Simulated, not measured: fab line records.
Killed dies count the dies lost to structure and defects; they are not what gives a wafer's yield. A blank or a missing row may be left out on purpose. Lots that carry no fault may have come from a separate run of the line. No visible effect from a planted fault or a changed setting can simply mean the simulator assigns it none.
fab line records | flow sky130
record lots=12 wafers=36 lastDay=50
route steps=708 shown GATE_OXIDE@197 LDD_N@253 LDD_P@262 PAD_OPEN@708
lots that met no fault: from a run of the same line without faults
startH: hours from the record's opening day to when the first of the lot's shown wafers began | waitH: hours from the lot's prior step to this one | " identical to the entry in the row above | L1.1+2: one row covering several wafers at once | - no value, or no start given | * or withheld: withheld | < > ~ a bound
route shown NAME@n: names a module that has steps shown in the file, with the first one's number in the route | usual: mean and standard deviation over wafers with no fault | same: alike in all rows | chamber/n: place in a boat | sites: per-site readings | _std_site: their standard deviation | _edge_site: mean of outer sites minus mean of inner sites | radiusMm: for every site, how far away it sits from the centre of the wafer | mask NAME#n: copy n | behind: tool/chamber where the wafer was last shaped | hold: what put the lot on hold/how long, in hours/how the hold closed | device: the transistor (n, p or np) that didn't switch | end of line: at the end of the route, the tests of the same wafers | for a step that has no rows: nothing shown but its recipe | killed: dies that structure and defects cost at the first sort, which is not the same as the wafer's yield | map: a wafer's dies, marking killed ones x, the rest . and places with no die _
set.NAME: setting as actually run; set.NAME@STEP: the setting as run at that earlier step | model.NAME: the simulator's own value behind a step, which no gauge read
the route's steps for a sample of lots (tables are steps, rows are wafers)
services: from which hour (startH, from the record's first day; less than 0 if before it) a tool's chamber was out of use, for how many hours, and why
## steps
# step SKY_GATE_OXIDE_OVL_MEAS_10
# usual GATE_OXIDE_OVL=0.1/1.3
# columns lot.wafer tool chamber startH waitH GATE_OXIDE_OVL[nm]
L985.3 overlay-02 - 346.88 0.1 -0.1
L985.5 " - " " 0.4
L985.6 " - " " -1.0
L986.2 overlay-02 - 349.97 0.1 -0.9
L986.4 " - " " -2.2
L986.6 " - " " -0.7
L987.3 overlay-02 - 359.88 0.1 0.5
L987.4 " - " " 0.2
L987.6 " - " " 0.3
L988.2 overlay-02 - 369.80 0.1 -1.0
L988.3 " - " " 2.1
L988.6 " - " " -0.3
L989.1 overlay-02 - 376.26 0.1 -1.3
L989.5 " - " " -1.5
L989.6 " - " " 0.9
L991.2 overlay-01 - 390.22 0.1 0.8
L991.4 " - " " 0.3
L991.5 " - " " -0.5
L992.2 overlay-02 - 400.03 0.1 1.0
L992.3 " - " " 0.5
L992.4 " - " " 1.3
L993.4 overlay-01 - 424.13 0.1 0.7
L993.5 " - " " 0.5
L993.6 " - " " 0.6
L994.2 overlay-01 - 428.40 0.1 1.4
L994.4 " - " " 0.2
L994.6 " - " " 1.5
L995.2 overlay-01 - 440.52 0.1 1.2
L995.3 " - " " 1.0
L995.5 " - " " -0.8
L100.2 overlay-01 - 469.72 0.1 -0.6
L100.5 " - " " 0.2
L100.6 " - " " -0.1
L104.1 overlay-02 - 501.07 0.1 -2.0
L104.4 " - " " -1.6
L104.6 " - " " -1.3
# step SKY_GATE_OXIDE_STRIP_13
# recipe chemistry=O2/N2 powerW=1400 pressureMtorr=1500 platenTempC=withheld o2FlowSccm=3000 n2FlowSccm=300 overashFraction=0.5
# usual chamberPressureMTorr=1499.9/1.4 drypumpMotorCurrentA=5.67/0.3 oesProductAu=0.715/0.0043 overashFraction=0.5/0 stripTimeToEndpointS=14.19/0.038
# columns lot.wafer tool chamber startH waitH chamberPressureMTorr drypumpMotorCurrentA oesProductAu overashFraction rfHoursCounterH stripTimeToEndpointS
L985.3 plasmaAsher-03 0 347.19 0.0 1497.5 5.45 0.709 0.5 - 14.18
L985.5 " 1 " " 1500.9 5.16 0.716 0.5 - 14.17
L985.6 " 0 " " 1500.1 5.44 0.717 0.5 - 14.17
L986.2 plasmaAsher-01 0 350.25 0.0 1497.1 6.09 0.717 0.5 52 14.11
L986.4 " 1 " " 1500.5 5.61 0.718 0.5 - 14.16
L986.6 " 1 " " 1500.3 5.59 0.717 0.5 - 14.10
L987.3 plasmaAsher-04 0 360.19 0.0 1500.4 5.81 0.718 0.5 - 14.30
L987.4 " 1 " " 1501.1 5.78 0.713 0.5 - 14.28
L987.6 " 1 " " 1500.6 5.78 0.715 0.5 - 14.24
L988.2 plasmaAsher-04 1 370.08 0.0 1498.3 5.79 0.720 0.5 64 14.20
L988.3 " 0 " " 1500.7 5.79 0.717 0.5 - 14.21
L988.6 " 0 " " 1501.6 5.80 0.719 0.5 - 14.18
L989.1 plasmaAsher-01 0 376.55 0.0 1501.3 6.10 0.712 0.5 55 14.21
L989.5 " 1 " " 1498.0 5.61 0.722 0.5 - 14.18
L989.6 " 0 " " 1501.2 6.09 0.718 0.5 - 14.15
L991.2 plasmaAsher-01 0 390.50 0.0 1497.1 6.06 0.722 0.5 56 14.12
L991.4 " 1 " " 1499.4 5.60 0.721 0.5 - 14.12
L991.5 " 0 " " 1500.4 6.08 0.717 0.5 - 14.14
L992.2 plasmaAsher-03 1 400.31 0.0 1500.7 5.15 0.711 0.5 26 14.15
L992.3 " 1 " " 1500.0 5.15 0.711 0.5 - 14.16
L992.4 " 0 " " 1499.4 5.43 0.716 0.5 - 14.18
L993.4 plasmaAsher-03 1 424.43 0.0 1500.8 5.16 0.716 0.5 - 14.17
L993.5 " 1 " " 1498.7 5.15 0.714 0.5 - 14.18
L993.6 " 0 " " 1500.1 5.42 0.709 0.5 - 14.14
L994.2 plasmaAsher-01 1 428.68 0.0 1500.8 5.61 0.707 0.5 61 14.14
L994.4 " 1 " " 1499.8 5.61 0.713 0.5 - 14.10
L994.6 " 1 " " 1501.8 5.62 0.702 0.5 - 14.19
L995.2 plasmaAsher-03 1 440.81 0.0 1498.1 5.15 0.721 0.5 30 14.25
L995.3 " 0 " " 1498.1 5.43 0.707 0.5 - 14.21
L995.5 " 1 " " 1499.1 5.18 0.719 0.5 - 14.21
L100.2 plasmaAsher-01 1 470.00 0.0 1500.6 5.58 0.718 0.5 65 14.14
L100.5 " 1 " " 1501.3 5.60 0.716 0.5 - 14.10
L100.6 " 0 " " 1500.8 6.11 0.720 0.5 - 14.10
L104.1 plasmaAsher-04 1 501.36 0.0 1496.2 5.81 0.711 0.5 7 14.20
L104.4 " 1 " " 1502.6 5.79 0.717 0.5 - 14.22
L104.6 " 0 " " 1498.8 5.79 0.709 0.5 - 14.22
# step SKY_LDD_N_STRIP_16
# recipe chemistry=O2/N2 powerW=1400 pressureMtorr=1500 platenTempC=withheld o2FlowSccm=3000 n2FlowSccm=300 overashFraction=0.5
# usual chamberPressureMTorr=1500.1/1.3 drypumpMotorCurrentA=5.73/0.18 oesProductAu=0.407/0.0047 overashFraction=0.5/0 stripTimeToEndpointS=4.317/0.016
# columns lot.wafer tool chamber startH waitH chamberPressureMTorr drypumpMotorCurrentA oesProductAu overashFraction rfHoursCounterH stripTimeToEndpointS
L985.3 plasmaAsher-04 0 444.36 0.1 1498.4 5.80 0.408 0.5 - 4.320
L985.5 " 1 " " 1498.6 5.79 0.404 0.5 - 4.315
L985.6 " 0 " " 1498.8 5.80 0.403 0.5 - 4.335
L986.2 plasmaAsher-02 1 449.90 0.1 1499.0 5.50 0.401 0.5 79 4.321
L986.4 " 0 " " 1499.3 5.63 0.407 0.5 - 4.332
L986.6 " 1 " " 1499.9 5.50 0.409 0.5 - 4.333
L987.3 plasmaAsher-04 0 459.84 0.1 1500.1 5.80 0.409 0.5 - 4.350
L987.4 " 1 " " 1499.6 5.78 0.410 0.5 - 4.311
L987.6 " 1 " " 1499.9 5.74 0.408 0.5 - 4.324
L988.2 plasmaAsher-02 0 471.86 0.1 1501.8 5.66 0.405 0.5 81 4.323
L988.3 " 0 " " 1500.8 5.67 0.402 0.5 - 4.332
L988.6 " 0 " " 1499.3 5.63 0.398 0.5 - 4.316
L989.1 plasmaAsher-04 1 477.53 0.1 1499.2 5.79 0.406 0.5 5 4.302
L989.5 " 0 " " 1500.2 5.80 0.410 0.5 - 4.309
L989.6 " 1 " " 1501.0 5.82 0.415 0.5 - 4.311
L991.2 plasmaAsher-01 0 490.51 0.1 1500.4 6.11 0.417 0.5 66 4.295
L991.4 " 1 " " 1501.4 5.61 0.411 0.5 - 4.310
L991.5 " 1 " " 1499.2 5.61 0.394 0.5 - 4.307
L992.2 plasmaAsher-04 1 502.31 0.1 1499.3 5.76 0.407 0.5 7 4.329
L992.3 " 1 " " 1499.4 5.72 0.409 0.5 - 4.296
L992.4 " 0 " " 1500.3 5.82 0.404 0.5 - 4.309
L993.4 plasmaAsher-04 1 525.16 0.1 1500.2 5.75 0.412 0.5 - 4.317
L993.5 " 1 " " 1499.2 5.74 0.397 0.5 - 4.316
L993.6 " 0 " " 1498.6 5.80 0.407 0.5 - 4.326
L994.2 plasmaAsher-04 1 530.05 0.1 1500.8 5.79 0.406 0.5 11 4.329
L994.4 " 0 " " 1502.2 5.82 0.408 0.7 - 4.281
L994.6 " 0 " " 1500.6 5.81 0.412 0.7 - 4.335
L995.2 plasmaAsher-02 0 541.30 0.1 1500.4 5.66 0.414 0.5 89 4.308
L995.3 " 1 " " 1498.5 5.52 0.410 0.5 - 4.304
L995.5 " 0 " " 1500.3 5.65 0.406 0.5 - 4.317
L100.2 plasmaAsher-01 0 569.48 0.1 1499.4 6.08 0.407 0.5 72 4.309
L100.5 " 0 " " 1498.8 6.07 0.406 0.5 - 4.321
L100.6 " 1 " " 1502.2 5.59 0.400 0.5 - 4.324
L104.1 plasmaAsher-02 1 599.05 0.1 1500.6 5.52 0.412 0.5 95 4.305
L104.4 " 1 " " 1500.3 5.52 0.400 0.5 - 4.300
L104.6 " 1 " " 1500.9 5.52 0.407 0.5 - 4.305
# step SKY_LDD_P_CD_MEAS_07
# recipe targetCdNm=380
# usual cdNm=380.1/2.1
# columns lot.wafer tool chamber startH waitH cdNm
L985.3 cdSem-01 - 475.20 0.1 379.6
L985.5 " - " " 380.8
L985.6 " - " " 381.5
L986.2 cdSem-02 - 480.69 0.1 377.2
L986.4 " - " " 376.8
L986.6 " - " " 379.6
L987.3 cdSem-02 - 490.38 0.1 381.1
L987.4 " - " " 380.1
L987.6 " - " " 380.6
L988.2 cdSem-02 - 501.99 0.1 382.6
L988.3 " - " " 380.1
L988.6 " - " " 379.4
L989.1 cdSem-01 - 508.72 0.1 378.9
L989.5 " - " " 379.8
L989.6 " - " " 380.0
L991.2 cdSem-01 - 521.59 0.1 381.5
L991.4 " - " " 380.8
L991.5 " - " " 381.8
L992.2 cdSem-02 - 532.33 0.1 381.6
L992.3 " - " " 382.5
L992.4 " - " " 381.7
L993.4 cdSem-01 - 555.60 0.2 380.4
L993.5 " - " " 379.9
L993.6 " - " " 380.3
L994.2 cdSem-01 - 559.71 0.1 382.1
L994.4 " - " " 380.0
L994.6 " - " " 381.3
L995.2 cdSem-01 - 571.39 0.1 375.6
L995.3 " - " " 375.1
L995.5 " - " " 377.5
L100.2 cdSem-01 - 598.36 0.1 377.6
L100.5 " - " " 378.5
L100.6 " - " " 379.3
L104.1 cdSem-01 - 627.01 0.1 378.4
L104.4 " - " " 378.4
L104.6 " - " " 380.2
# step SKY_PAD_OPEN_PROBE_99
# usual killed_at_M0_to_M3=43/7.6 killed_at_M4_up=2.9/1.9 killedAtContacts=24/5 killedAtFrontEnd=15/4.3 killedAtOther=0.3/0.54 killedDies=85/10 killedOpen=47/7 killedShort=38/6.4
# same grossDies=492 killedAtBackSide=0
# columns lot.wafer tool chamber startH waitH killed_at_M0_to_M3 killed_at_M4_up killedAtContacts killedAtFrontEnd killedAtOther killedDies killedOpen killedShort
L988.2 prober-01 - 1124.46 0.1 48 5 11 8 0 72 33 39
L988.3 prober-01 - 1124.51 0.2 42 2 15 10 0 69 38 31
L988.6 prober-01 - 1124.66 0.2 41 4 26 12 0 83 51 32
L989.1 prober-02 - 1127.90 0.1 42 2 31 12 0 87 51 36
L989.5 prober-02 - 1128.10 0.2 43 8 26 19 0 96 48 48
L989.6 prober-02 - 1128.15 0.2 57 2 28 19 1 107 58 49
L993.4 prober-02 - 1154.94 0.2 32 2 25 9 0 68 47 21
L993.5 prober-02 - 1154.99 0.2 38 1 24 8 0 71 44 27
L993.6 prober-02 - 1155.04 0.2 48 3 19 11 0 81 50 31
L994.2 prober-01 - 1161.13 0.1 48 2 27 18 1 96 57 39
L994.4 prober-01 - 1161.23 0.2 43 1 27 19 0 90 47 43
L994.6 prober-01 - 1161.33 0.2 44 4 33 10 0 91 52 39
L995.2 prober-01 - 1169.44 0.1 54 4 20 16 0 94 51 43
L995.3 prober-01 - 1169.49 0.2 32 1 19 16 0 68 42 26
L995.5 prober-01 - 1169.59 0.2 35 1 19 19 0 74 42 32
L100.2 prober-01 - 1186.02 0.1 39 5 26 17 0 87 49 38
L100.5 prober-01 - 1186.17 0.2 39 3 27 15 1 85 47 38
L100.6 prober-01 - 1186.22 0.2 44 1 29 16 0 90 51 39
# killed by level:class
L988.2 METAL1:geometricParticle:short=9 VIA2:geometricParticle:open=9 VIA1:geometricParticle:open=8 VIA1:geometricParticle:short=6 CONTACT:geometricParticle:open=5 VIA3:geometricParticle:short=4 VIA3:geometricParticle:open=4 METAL4:geometricParticle:short=4
L988.3 VIA1:geometricParticle:open=11 CONTACT:geometricParticle:open=6 VIA3:geometricParticle:open=5 VIA1:geometricParticle:short=5 VIA2:geometricParticle:open=4 METAL2:geometricParticle:short=4 LOCAL_INTERCONNECT:geometricParticle:short=4 METAL1:geometricParticle:short=4
L988.6 LI_CONTACT:geometricParticle:open=10 VIA1:geometricParticle:open=9 VIA2:geometricParticle:open=9 CONTACT:geometricParticle:open=7 METAL1:geometricParticle:short=5 VIA3:geometricParticle:open=5 FIELD_ISO:geometricParticle:short=4 LOCAL_INTERCONNECT:geometricParticle:short=4
L989.1 LI_CONTACT:geometricParticle:open=11 CONTACT:geometricParticle:open=9 CONTACT:geometricParticle:short=8 VIA1:geometricParticle:open=8 VIA1:geometricParticle:short=7 FIELD_ISO:geometricParticle:open=6 VIA2:geometricParticle:open=6 VIA3:geometricParticle:open=6
L989.5 CONTACT:geometricParticle:open=9 VIA1:geometricParticle:open=8 VIA1:geometricParticle:short=7 METAL4:geometricParticle:short=7 CONTACT:geometricParticle:short=6 METAL1:geometricParticle:short=6 LI_CONTACT:geometricParticle:open=5 VIA2:geometricParticle:open=5
L989.6 VIA2:geometricParticle:open=14 CONTACT:geometricParticle:short=11 VIA3:geometricParticle:open=9 VIA1:geometricParticle:open=8 FIELD_ISO:geometricParticle:open=6 VIA2:geometricParticle:short=5 LOCAL_INTERCONNECT:geometricParticle:short=5 CONTACT:geometricParticle:open=5
L993.4 CONTACT:geometricParticle:open=12 VIA3:geometricParticle:open=7 FIELD_ISO:geometricParticle:open=6 VIA1:geometricParticle:open=6 VIA2:geometricParticle:open=6 LI_CONTACT:geometricParticle:open=5 LOCAL_INTERCONNECT:geometricParticle:short=4 CONTACT:geometricParticle:short=3
L993.5 VIA1:geometricParticle:open=12 CONTACT:geometricParticle:open=11 VIA1:geometricParticle:short=7 LI_CONTACT:geometricParticle:open=6 METAL1:geometricParticle:short=4 VIA2:geometricParticle:open=4 FIELD_ISO:geometricParticle:open=3 LOCAL_INTERCONNECT:geometricParticle:short=3
L993.6 VIA1:geometricParticle:open=12 VIA2:geometricParticle:open=10 VIA3:geometricParticle:open=10 CONTACT:geometricParticle:open=7 LI_CONTACT:geometricParticle:open=5 LI_CONTACT:geometricParticle:short=4 METAL2:geometricParticle:short=4 POLY_GATE:geometricParticle:open=3
L994.2 VIA1:geometricParticle:open=13 CONTACT:geometricParticle:open=12 LI_CONTACT:geometricParticle:open=7 VIA2:geometricParticle:open=7 VIA1:geometricParticle:short=6 VIA3:geometricParticle:open=6 FIELD_ISO:geometricParticle:short=5 POLY_GATE:geometricParticle:open=4
L994.4 CONTACT:geometricParticle:open=12 FIELD_ISO:geometricParticle:short=9 VIA1:geometricParticle:open=9 VIA3:geometricParticle:open=7 VIA2:geometricParticle:open=7 METAL1:geometricParticle:short=6 LI_CONTACT:geometricParticle:short=5 LI_CONTACT:geometricParticle:open=5
L994.6 VIA1:geometricParticle:open=15 CONTACT:geometricParticle:open=14 CONTACT:geometricParticle:short=10 VIA2:geometricParticle:open=7 FIELD_ISO:geometricParticle:open=6 VIA1:geometricParticle:short=6 VIA2:geometricParticle:short=4 LI_CONTACT:geometricParticle:open=4
L995.2 VIA1:geometricParticle:open=11 VIA2:geometricParticle:open=9 METAL1:geometricParticle:short=8 VIA3:geometricParticle:open=7 METAL2:geometricParticle:short=7 LOCAL_INTERCONNECT:geometricParticle:short=5 CONTACT:geometricParticle:short=5 FIELD_ISO:geometricParticle:open=4
L995.3 VIA1:geometricParticle:open=10 CONTACT:geometricParticle:open=10 VIA3:geometricParticle:open=6 FIELD_ISO:geometricParticle:open=5 FIELD_ISO:geometricParticle:short=4 LI_CONTACT:geometricParticle:open=4 VIA1:geometricParticle:short=4 METAL2:geometricParticle:short=4
L995.5 VIA1:geometricParticle:open=12 CONTACT:geometricParticle:open=8 FIELD_ISO:geometricParticle:short=7 CONTACT:geometricParticle:short=6 FIELD_ISO:geometricParticle:open=4 POLY_GATE:geometricParticle:open=4 VIA3:geometricParticle:open=4 VIA2:geometricParticle:open=3
L100.2 CONTACT:geometricParticle:open=11 VIA1:geometricParticle:open=7 VIA3:geometricParticle:open=7 METAL1:geometricParticle:short=6 METAL2:geometricParticle:short=6 LI_CONTACT:geometricParticle:open=5 CONTACT:geometricParticle:short=5 FIELD_ISO:geometricParticle:open=4
L100.5 VIA3:geometricParticle:open=9 CONTACT:geometricParticle:open=8 VIA1:geometricParticle:open=8 POLY_GATE:geometricParticle:open=5 LI_CONTACT:geometricParticle:open=5 METAL2:geometricParticle:short=5 CONTACT:geometricParticle:short=4 LI_CONTACT:geometricParticle:short=4
L100.6 VIA3:geometricParticle:open=10 CONTACT:geometricParticle:short=9 VIA2:geometricParticle:open=8 LI_CONTACT:geometricParticle:open=7 LOCAL_INTERCONNECT:geometricParticle:short=7 METAL1:geometricParticle:short=7 CONTACT:geometricParticle:open=6 VIA1:geometricParticle:open=6
## services
# columns tool chamber startH hours kind
plasmaAsher-04 - 372.61 3.3 repair
plasmaAsher-03 - 382.45 14.6 pm
plasmaAsher-03 - 409.94 0.9 repair
plasmaAsher-04 - 421.30 9.0 pm
plasmaAsher-04 0 421.30 9.0 ventCycle
plasmaAsher-04 1 421.30 9.0 ventCycle
plasmaAsher-01 - 425.06 2.3 repair
plasmaAsher-04 0 430.30 - clean
plasmaAsher-04 1 430.30 - clean
plasmaAsher-02 - 434.47 3.0 repair
plasmaAsher-01 - 481.78 1.5 repair
plasmaAsher-01 - 508.07 11.0 repair
plasmaAsher-01 - 520.33 11.1 repair
plasmaAsher-04 - 531.53 8.6 repair
## key
firstSign step=SKY_LDD_N_STRIP_16 reading=overashFraction direction=up sigmas=99+ usual=0.5 struck=0.7
effect none on later readings
metAt SKY_LDD_N_STRIP_16
struckLots L994
struckWafers L994.4,L994.6
testerLeftOut L994
notActingAt SKY_GATE_OXIDE_OVL_MEAS_10,SKY_GATE_OXIDE_STRIP_13,SKY_LDD_P_CD_MEAS_07
onsetBetween 525.16 530.05
fault kind=processParameterDrift tool=plasmaAsher-04 chamber=0 onsetH=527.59 steps=SKY_LDD_N_STRIP_16 channel=overashFraction offset=0.2 shape=step endH=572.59 actsIn=theseRecipesOnly stated=0.5
# testerLeftOut: of these lots the tester's yield and bins aren't shown, on N5 and GAA mostly nor the transistor test; their killed dies are dies lost to structure and defects alone, not to doping, threshold or leakage, so they don't give the yield
